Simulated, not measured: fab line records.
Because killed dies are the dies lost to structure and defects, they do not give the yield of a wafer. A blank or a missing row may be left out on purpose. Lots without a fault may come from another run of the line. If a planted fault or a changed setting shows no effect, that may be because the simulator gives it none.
fab line records || flow sky130
record {"lots": 6, "wafers": 18, "last_day": 50}
route steps=708 shown DNWELL@37 PWDE@45
lots with no fault: from the same line, run without faults
start_h: hours from the record's opening day to when the first of the lot's shown wafers began || wait_h: how many hours have passed since the lot's step before this one || " repeats the value in the row above || L1.1+2: a row that stands for several wafers || - either no value or no given start || * or withheld: withheld || < > ~ a bound
route shown NAME@n: a module of which the file shows steps, and the number in the route of the first || usual: mean and standard deviation over wafers with no fault || same: alike in all rows || chamber/n: place in a boat || sites: the reading at each site || _std_site: standard deviation across them || _edge_site: mean of outer sites minus mean of inner sites || radius_mm: how far each site lies from the wafer's centre || mask NAME#n: copy n || behind: the most recent tool/chamber to have shaped the wafer || hold: what put the lot on hold/how long, in hours/how the hold closed || device: names the non-switching transistor (n, p or np) || end of line: the route-end tests of the same wafers || a step with no rows: only its recipe || killed: the dies lost at the first sort to structure and to defects; this is not the yield of the wafer || map: a wafer's dies, marking killed ones x, the rest . and places with no die _
set.NAME: the run value of the setting; set.NAME@STEP: its run value at that earlier step || model.NAME: the simulator's own value behind a step, which no gauge read
lots seen at some steps along the route; tables by step, rows by wafer
services: the hour from which a tool's chamber was out of use, counted from the record's first day as start_h (under 0 if before that day), plus the number of hours and why
## steps
# step SKY_DNWELL_COAT_02
# recipe {"spin_rpm": 2000, "resist_thk_nm": 3000}
# step SKY_DNWELL_SOFTBAKE_03
# recipe {"temp_c": 110, "time_s": "withheld"}
# step SKY_DNWELL_EXPOSE_04
# recipe {"mask_id": "DNM", "na": 0.57, "target_cd_nm": 3000, "dose_mj": 222}
# step SKY_DNWELL_PEB_05
# recipe {"temp_c": 115, "time_s": "withheld"}
# step SKY_DNWELL_DEVELOP_06
# recipe {"wall_angle_deg": 90, "developer": "TMAH", "develop_time_s": 60, "dev_temp_c": 23}
# step SKY_DNWELL_IMPLANT_07
# recipe {"species": "P", "energy_kev": "withheld", "dose_cm2": "withheld", "tilt_deg": "withheld"}
# step SKY_DNWELL_STRIP_08
# recipe {"chemistry": "O2/N2", "power_w": 1400, "pressure_mtorr": 1500, "platen_temp_c": "withheld", "o2_flow_sccm": 3000, "n2_flow_sccm": 300, "overash_fraction": 0.5}
# usual {"drypump_motor_current_A": "5.2/0.42", "oes_product_au": "0.722/0.0041", "strip_time_to_endpoint_s": "36.93/0.11"}
{"lot.wafer": "L464.3", "tool": "plasma_asher-04", "chamber": 0, "start_h": 68.76, "wait_h": 0.1, "drypump_motor_current_A": 5.9, "oes_product_au": 0.725, "rf_hours_counter_h": "-", "strip_time_to_endpoint_s": 37.20}
{"lot.wafer": "L464.4", "tool": "plasma_asher-04", "chamber": 1, "start_h": 68.76, "wait_h": 0.1, "drypump_motor_current_A": 4.8, "oes_product_au": 0.721, "rf_hours_counter_h": "-", "strip_time_to_endpoint_s": 37.17}
{"lot.wafer": "L464.5", "tool": "plasma_asher-04", "chamber": 1, "start_h": 68.76, "wait_h": 0.1, "drypump_motor_current_A": 4.7, "oes_product_au": 0.722, "rf_hours_counter_h": "-", "strip_time_to_endpoint_s": 37.07}
{"lot.wafer": "L465.1", "tool": "plasma_asher-04", "chamber": 0, "start_h": 73.68, "wait_h": 0.1, "drypump_motor_current_A": 5.9, "oes_product_au": 0.724, "rf_hours_counter_h": 39, "strip_time_to_endpoint_s": 36.97}
{"lot.wafer": "L465.2", "tool": "plasma_asher-04", "chamber": 1, "start_h": 73.68, "wait_h": 0.1, "drypump_motor_current_A": 4.7, "oes_product_au": 0.725, "rf_hours_counter_h": 39, "strip_time_to_endpoint_s": 37.03}
{"lot.wafer": "L465.6", "tool": "plasma_asher-04", "chamber": 0, "start_h": 73.68, "wait_h": 0.1, "drypump_motor_current_A": 5.9, "oes_product_au": 0.718, "rf_hours_counter_h": "-", "strip_time_to_endpoint_s": 37.02}
{"lot.wafer": "L466.3", "tool": "plasma_asher-04", "chamber": 0, "start_h": 80.16, "wait_h": 0.1, "drypump_motor_current_A": 5.9, "oes_product_au": 0.720, "rf_hours_counter_h": "-", "strip_time_to_endpoint_s": 36.91}
{"lot.wafer": "L466.5", "tool": "plasma_asher-04", "chamber": 0, "start_h": 80.16, "wait_h": 0.1, "drypump_motor_current_A": 5.9, "oes_product_au": 0.717, "rf_hours_counter_h": "-", "strip_time_to_endpoint_s": 36.89}
{"lot.wafer": "L466.6", "tool": "plasma_asher-04", "chamber": 1, "start_h": 80.16, "wait_h": 0.1, "drypump_motor_current_A": 4.7, "oes_product_au": 0.722, "rf_hours_counter_h": "-", "strip_time_to_endpoint_s": 37.02}
{"lot.wafer": "L471.3", "tool": "plasma_asher-01", "chamber": 0, "start_h": 106.91, "wait_h": 0.1, "drypump_motor_current_A": 4.9, "oes_product_au": 0.718, "rf_hours_counter_h": "-", "strip_time_to_endpoint_s": 36.67}
{"lot.wafer": "L471.4", "tool": "plasma_asher-01", "chamber": 1, "start_h": 106.91, "wait_h": 0.1, "drypump_motor_current_A": 5.1, "oes_product_au": 0.719, "rf_hours_counter_h": "-", "strip_time_to_endpoint_s": 36.76}
{"lot.wafer": "L471.5", "tool": "plasma_asher-01", "chamber": 1, "start_h": 106.91, "wait_h": 0.1, "drypump_motor_current_A": 5.1, "oes_product_au": 0.716, "rf_hours_counter_h": "-", "strip_time_to_endpoint_s": 36.80}
{"lot.wafer": "L474.2", "tool": "plasma_asher-01", "chamber": 0, "start_h": 122.13, "wait_h": 0.1, "drypump_motor_current_A": 4.9, "oes_product_au": 0.720, "rf_hours_counter_h": 45, "strip_time_to_endpoint_s": 36.94}
{"lot.wafer": "L474.4", "tool": "plasma_asher-01", "chamber": 0, "start_h": 122.13, "wait_h": 0.1, "drypump_motor_current_A": 4.9, "oes_product_au": 0.723, "rf_hours_counter_h": "-", "strip_time_to_endpoint_s": 36.88}
{"lot.wafer": "L474.5", "tool": "plasma_asher-01", "chamber": 0, "start_h": 122.13, "wait_h": 0.1, "drypump_motor_current_A": 4.9, "oes_product_au": 0.724, "rf_hours_counter_h": "-", "strip_time_to_endpoint_s": 36.83}
{"lot.wafer": "L482.1", "tool": "plasma_asher-04", "chamber": 1, "start_h": 171.53, "wait_h": 0.1, "drypump_motor_current_A": 4.7, "oes_product_au": 0.724, "rf_hours_counter_h": 6, "strip_time_to_endpoint_s": 36.85}
{"lot.wafer": "L482.4", "tool": "plasma_asher-04", "chamber": 1, "start_h": 171.53, "wait_h": 0.1, "drypump_motor_current_A": 4.7, "oes_product_au": 0.725, "rf_hours_counter_h": "-", "strip_time_to_endpoint_s": 36.89}
{"lot.wafer": "L482.5", "tool": "plasma_asher-04", "chamber": 1, "start_h": 171.53, "wait_h": 0.1, "drypump_motor_current_A": 4.7, "oes_product_au": 0.713, "rf_hours_counter_h": "-", "strip_time_to_endpoint_s": 36.78}
# step SKY_DNWELL_TW_MEAS_09
# usual {"DNWELL_TW": "1114/8.6"}
{"lot.wafer": "L464.3", "tool": "film_metro-04", "chamber": "-", "start_h": 68.85, "wait_h": 0.1, "DNWELL_TW": 1114}
{"lot.wafer": "L464.4", "tool": "film_metro-04", "chamber": "-", "start_h": 68.85, "wait_h": 0.1, "DNWELL_TW": 1109}
{"lot.wafer": "L464.5", "tool": "film_metro-04", "chamber": "-", "start_h": 68.85, "wait_h": 0.1, "DNWELL_TW": 1106}
{"lot.wafer": "L465.1", "tool": "film_metro-03", "chamber": "-", "start_h": 73.78, "wait_h": 0.1, "DNWELL_TW": 1124}
{"lot.wafer": "L465.2", "tool": "film_metro-03", "chamber": "-", "start_h": 73.78, "wait_h": 0.1, "DNWELL_TW": 1127}
{"lot.wafer": "L465.6", "tool": "film_metro-03", "chamber": "-", "start_h": 73.78, "wait_h": 0.1, "DNWELL_TW": 1126}
{"lot.wafer": "L466.3", "tool": "film_metro-03", "chamber": "-", "start_h": 80.24, "wait_h": 0.1, "DNWELL_TW": 1129}
{"lot.wafer": "L466.5", "tool": "film_metro-03", "chamber": "-", "start_h": 80.24, "wait_h": 0.1, "DNWELL_TW": 1124}
{"lot.wafer": "L466.6", "tool": "film_metro-03", "chamber": "-", "start_h": 80.24, "wait_h": 0.1, "DNWELL_TW": 1132}
{"lot.wafer": "L471.3", "tool": "film_metro-03", "chamber": "-", "start_h": 106.99, "wait_h": 0.1, "DNWELL_TW": 1124}
{"lot.wafer": "L471.4", "tool": "film_metro-03", "chamber": "-", "start_h": 106.99, "wait_h": 0.1, "DNWELL_TW": 1121}
{"lot.wafer": "L471.5", "tool": "film_metro-03", "chamber": "-", "start_h": 106.99, "wait_h": 0.1, "DNWELL_TW": 1123}
{"lot.wafer": "L474.2", "tool": "film_metro-03", "chamber": "-", "start_h": 122.24, "wait_h": 0.1, "DNWELL_TW": 1120}
{"lot.wafer": "L474.4", "tool": "film_metro-03", "chamber": "-", "start_h": 122.24, "wait_h": 0.1, "DNWELL_TW": 1120}
{"lot.wafer": "L474.5", "tool": "film_metro-03", "chamber": "-", "start_h": 122.24, "wait_h": 0.1, "DNWELL_TW": 1111}
{"lot.wafer": "L482.1", "tool": "film_metro-04", "chamber": "-", "start_h": 171.63, "wait_h": 0.1, "DNWELL_TW": 1110}
{"lot.wafer": "L482.4", "tool": "film_metro-04", "chamber": "-", "start_h": 171.63, "wait_h": 0.1, "DNWELL_TW": 1105}
{"lot.wafer": "L482.5", "tool": "film_metro-04", "chamber": "-", "start_h": 171.63, "wait_h": 0.1, "DNWELL_TW": 1107}
# step SKY_PWDE_DEHYDRATE_00
# recipe {"temp_c": 200, "time_s": 60}
# step SKY_PWDE_HMDS_01
# recipe {"prime_time_s": 60, "prime_temp_c": 120}
# step SKY_PWDE_COAT_02
# recipe {"spin_rpm": 2000, "resist_thk_nm": 3000}
# step SKY_PWDE_SOFTBAKE_03
# recipe {"temp_c": 110, "time_s": "withheld"}
# step SKY_PWDE_EXPOSE_04
# recipe {"mask_id": "PWDEM", "na": 0.6, "source_shape": "conventional", "sigma_outer": 0.6, "polarization": "unpolarized", "target_cd_nm": 840, "dose_mj": 214}
# usual {"exposure_dose_mJ_cm2": "214.01/0.2", "focus_offset_nm": "-0.1/0.55"}
{"lot.wafer": "L464.3", "tool": "iline_stepper-02", "chamber": "-", "start_h": 77.10, "wait_h": "-", "mask": "PWDEM#0", "exposure_dose_mJ_cm2": "-", "focus_offset_nm": "-"}
{"lot.wafer": "L464.4", "tool": "iline_stepper-02", "chamber": "-", "start_h": 77.10, "wait_h": "-", "mask": "PWDEM#0", "exposure_dose_mJ_cm2": "-", "focus_offset_nm": "-"}
{"lot.wafer": "L464.5", "tool": "iline_stepper-02", "chamber": "-", "start_h": 77.10, "wait_h": "-", "mask": "PWDEM#0", "exposure_dose_mJ_cm2": "-", "focus_offset_nm": "-"}
{"lot.wafer": "L465.1", "tool": "iline_stepper-01", "chamber": "-", "start_h": 82.01, "wait_h": "-", "mask": "PWDEM#0", "exposure_dose_mJ_cm2": "-", "focus_offset_nm": "-"}
{"lot.wafer": "L465.2", "tool": "iline_stepper-01", "chamber": "-", "start_h": 82.01, "wait_h": "-", "mask": "PWDEM#0", "exposure_dose_mJ_cm2": "-", "focus_offset_nm": "-"}
{"lot.wafer": "L465.6", "tool": "iline_stepper-01", "chamber": "-", "start_h": 82.01, "wait_h": "-", "mask": "PWDEM#0", "exposure_dose_mJ_cm2": "-", "focus_offset_nm": "-"}
{"lot.wafer": "L466.3", "tool": "iline_stepper-01", "chamber": 0, "start_h": 89.55, "wait_h": "-", "mask": "PWDEM#0", "exposure_dose_mJ_cm2": 213.88, "focus_offset_nm": 0.0}
{"lot.wafer": "L466.5", "tool": "iline_stepper-01", "chamber": 0, "start_h": 89.55, "wait_h": "-", "mask": "PWDEM#0", "exposure_dose_mJ_cm2": 214.16, "focus_offset_nm": 0.7}
{"lot.wafer": "L466.6", "tool": "iline_stepper-01", "chamber": 0, "start_h": 89.55, "wait_h": "-", "mask": "PWDEM#0", "exposure_dose_mJ_cm2": 213.74, "focus_offset_nm": 0.6}
{"lot.wafer": "L471.3", "tool": "iline_stepper-01", "chamber": 0, "start_h": 116.51, "wait_h": "-", "mask": "PWDEM#0", "exposure_dose_mJ_cm2": 213.76, "focus_offset_nm": 0.1}
{"lot.wafer": "L471.4", "tool": "iline_stepper-01", "chamber": 0, "start_h": 116.51, "wait_h": "-", "mask": "PWDEM#0", "exposure_dose_mJ_cm2": 213.91, "focus_offset_nm": -0.2}
{"lot.wafer": "L471.5", "tool": "iline_stepper-01", "chamber": 0, "start_h": 116.51, "wait_h": "-", "mask": "PWDEM#0", "exposure_dose_mJ_cm2": 213.73, "focus_offset_nm": 0.1}
{"lot.wafer": "L474.2", "tool": "iline_stepper-02", "chamber": 0, "start_h": 131.97, "wait_h": "-", "mask": "PWDEM#0", "exposure_dose_mJ_cm2": 213.77, "focus_offset_nm": -0.2}
{"lot.wafer": "L474.4", "tool": "iline_stepper-02", "chamber": 0, "start_h": 131.97, "wait_h": "-", "mask": "PWDEM#0", "exposure_dose_mJ_cm2": 213.80, "focus_offset_nm": 0.0}
{"lot.wafer": "L474.5", "tool": "iline_stepper-02", "chamber": 0, "start_h": 131.97, "wait_h": "-", "mask": "PWDEM#0", "exposure_dose_mJ_cm2": 213.73, "focus_offset_nm": -0.1}
{"lot.wafer": "L482.1", "tool": "iline_stepper-01", "chamber": 0, "start_h": 181.50, "wait_h": "-", "mask": "PWDEM#0", "exposure_dose_mJ_cm2": 214.03, "focus_offset_nm": -1.1}
{"lot.wafer": "L482.4", "tool": "iline_stepper-01", "chamber": 0, "start_h": 181.50, "wait_h": "-", "mask": "PWDEM#0", "exposure_dose_mJ_cm2": 214.13, "focus_offset_nm": -0.9}
{"lot.wafer": "L482.5", "tool": "iline_stepper-01", "chamber": 0, "start_h": 181.50, "wait_h": "-", "mask": "PWDEM#0", "exposure_dose_mJ_cm2": 214.01, "focus_offset_nm": -0.4}
# step SKY_PWDE_PEB_05
# recipe {"temp_c": 115, "time_s": "withheld"}
## services
{"tool": "plasma_asher-01", "chamber": "-", "start_h": 74.16, "hours": 14.6, "kind": "pm"}
{"tool": "plasma_asher-04", "chamber": "-", "start_h": 108.75, "hours": 9.0, "kind": "pm"}
{"tool": "plasma_asher-04", "chamber": 0, "start_h": 108.75, "hours": 9.0, "kind": "vent_cycle"}
{"tool": "plasma_asher-04", "chamber": 1, "start_h": 108.75, "hours": 9.0, "kind": "vent_cycle"}
{"tool": "iline_stepper-02", "chamber": "-", "start_h": 114.38, "hours": 1.7, "kind": "pm"}
{"tool": "plasma_asher-04", "chamber": 0, "start_h": 117.75, "hours": "-", "kind": "clean"}
{"tool": "plasma_asher-04", "chamber": 1, "start_h": 117.75, "hours": "-", "kind": "clean"}
{"tool": "iline_stepper-01", "chamber": "-", "start_h": 136.88, "hours": 8.9, "kind": "pm"}
{"tool": "iline_stepper-01", "chamber": "-", "start_h": 152.62, "hours": 1.7, "kind": "pm"}
{"tool": "plasma_asher-01", "chamber": "-", "start_h": 166.14, "hours": 3.9, "kind": "repair"}
## key
first_sign {"step": "SKY_PWDE_EXPOSE_04", "reading": "tool_record", "direction": "missing"}
effect none on later readings
met_at SKY_PWDE_EXPOSE_04
struck_wafers L464.3,L464.4,L464.5,L465.1,L465.2,L465.6
sort_left_out L464.3,L464.4,L464.5,L465.1,L465.2,L465.6
tester_left_out L464,L465
fault {"kind": "skipped_step_whole", "tool": "iline_stepper-01,iline_stepper-02", "chamber": "-", "onset_h": 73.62, "steps": "SKY_PWDE_EXPOSE_04", "scope": "struck_lots_only"}
# tester_left_out: of these lots the tester's yield and bins aren't shown, on N5 and GAA mostly nor the transistor test; their killed dies are dies lost to structure and defects alone, not to doping, threshold or leakage, so they don't give the yield
# sort_left_out: the simulated sort isn't trusted on such a fault, so these wafers' sort isn't shown, and their yield isn't known
